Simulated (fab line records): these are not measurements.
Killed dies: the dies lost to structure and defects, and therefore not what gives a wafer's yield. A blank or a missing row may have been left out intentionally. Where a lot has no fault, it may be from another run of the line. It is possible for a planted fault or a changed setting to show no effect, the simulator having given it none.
Struck lot and sound lot, side by side | flow sky130 | 17 out of 708 route steps
Sound: the wafers L889.2, L889.4, L889.5. Struck: wafer L895.2 (L895.3, L895.6, from the same lot, were not struck and are left out); the cause is given at the end.
At each step with rows: each side's tool, then ch and its chambers, then its first start. Under that, the readings that differ: sound wafers | struck wafers | difference of the means | sigmas: that difference in standard deviations of wafers without a fault.
alike: same words and numbers on both sides, and readings whose means sit less than 2 such deviations apart. not compared: any withheld reading, any reading some wafer has no value for, any bound like >300 that may hide the same value, and any number with overlapping values for which the record gives no deviation.
A row with sigmas, a row that says differs or no value, or rows on one side alone: a step with any of these is where the two part. Non-overlapping numbers with no deviation appear without sigmas and do not part them. Lack of a reading on every wafer of one side parts them only where that side has two or more wafers.

first, 3 steps without rows for these wafers: SKY_VIA3_EXPOSE_09 (exposes mask VIM3, target cd 200 nm); SKY_VIA3_PEB_10; SKY_VIA3_DEVELOP_11 (develop time 60 s).
SKY_VIA3_CD_MEAS_12: the cd target is 200 nm.
  sound on cd sem-01, day 41 04:41; struck on cd sem-02, day 43 00:59
  alike: cd nm
SKY_VIA3_OVL_MEAS_13:
  sound on overlay-01, day 41 04:47; struck on overlay-02, day 43 01:06
  reading       | sound   | struck | difference | sigmas
  VIA3_OVL (nm) | 9 17 11 | -3     | -15        | -3
SKY_VIA3_ETCH_14: etches BARC in N2/H2, stops on SiO2, time 45.9 s, target depth 60 nm.
  sound on rie diel-04 ch 0,1,3, day 41 04:49; struck on rie diel-02 ch 2, day 43 01:08
  reading    | sound               | struck | difference | sigmas
  bias w (W) | 100.30 100.10 99.95 | 99.33  | -0.79      | -3
  alike: drypump motor current A, oes product au, rf fwd power W, throttle valve pct
  not compared: rf hours counter h
SKY_VIA3_ETCH_15: etches SiO2 in C4F8/O2/Ar, stops on TiN, target depth 507 nm, time 78 s.
  sound on rie diel-04 ch 0,1,3, day 41 04:52; struck on rie diel-02 ch 2, day 43 01:10
  alike: bias w, oes product au, rf fwd power W
SKY_VIA3_STRIP_16: strips in O2/N2.
  sound on plasma asher-01 ch 0,1, day 41 04:55; struck on plasma asher-03 ch 1, day 43 01:14
  alike: drypump motor current A, oes product au, strip time to endpoint s
  not compared: rf hours counter h
then, 3 steps without rows for these wafers: SKY_VIA3_STRIP_17 (strips in post etch residue remover, time 1200 s); SKY_VIA3_CLEAN_18 (cleans in IPA, time 180 s); SKY_VIA3_CLEAN_19 (cleans in O3/DIW).
SKY_VIA3_SPUTTER_20: material TiN, target thk 20 nm, time 80 s.
  sound on pvd sputter-02, day 41 05:31; struck on pvd sputter-03, day 43 01:52
  alike: throttle valve pct
SKY_VIA3_CVD_21: deposits W, target thk 390 nm, time 117.31 s.
  sound on cvd w-02 ch 1, day 41 05:34; struck on cvd w-02 ch 1, day 43 01:56
  reading                            | sound             | struck | difference | sigmas
  model.W_of_VIA3_CVD_21.thk nm (nm) | 392.8 392.1 397.5 | 454.5  | +60.4      |
  alike: heater power w
  not compared: since wet clean h
SKY_VIA3_RS_MEAS_22: the measuring method here is four-point-probe.
  sound on film metro-04, day 41 05:43; struck on film metro-01, day 43 02:04
  reading            | sound             | struck | difference | sigmas
  VIA3_W_RS (ohm/sq) | 0.292 0.294 0.289 | 0.252  | -0.040     | -9
SKY_VIA3_THK_MEAS_23: measures by xrf.
  sound on film metro-04, day 41 05:50; struck on film metro-01, day 43 02:11
  reading         | sound       | struck | difference | sigmas
  VIA3_W_THK (nm) | 391 393 396 | 439    | +46        | +8
SKY_VIA3_CMP_24: polishes, stops on SiO2, t overpolish 20 s, target thk 0 nm.
  sound on cmp-02 ch 2,3, day 41 05:53; struck on cmp-01 ch 3, day 43 02:20
  reading                | sound    | struck | difference | sigmas
  time to endpoint s (s) | 94 91 92 | 109    | +17        | +6
  alike: motor current A
SKY_METAL4_SPUTTER_00: material Ti, target thk 15 nm, time 10 s.
  sound on pvd sputter-03, day 41 06:11; struck on pvd sputter-02, day 43 02:32
  alike: throttle valve pct

WHERE THEY PART
Earliest at SKY_VIA3_OVL_MEAS_13; latest, in this record, at SKY_VIA3_CMP_24. Later steps at which nothing parts them and some readings are alike: SKY_METAL4_SPUTTER_00.

WHY: the cause the simulator had injected
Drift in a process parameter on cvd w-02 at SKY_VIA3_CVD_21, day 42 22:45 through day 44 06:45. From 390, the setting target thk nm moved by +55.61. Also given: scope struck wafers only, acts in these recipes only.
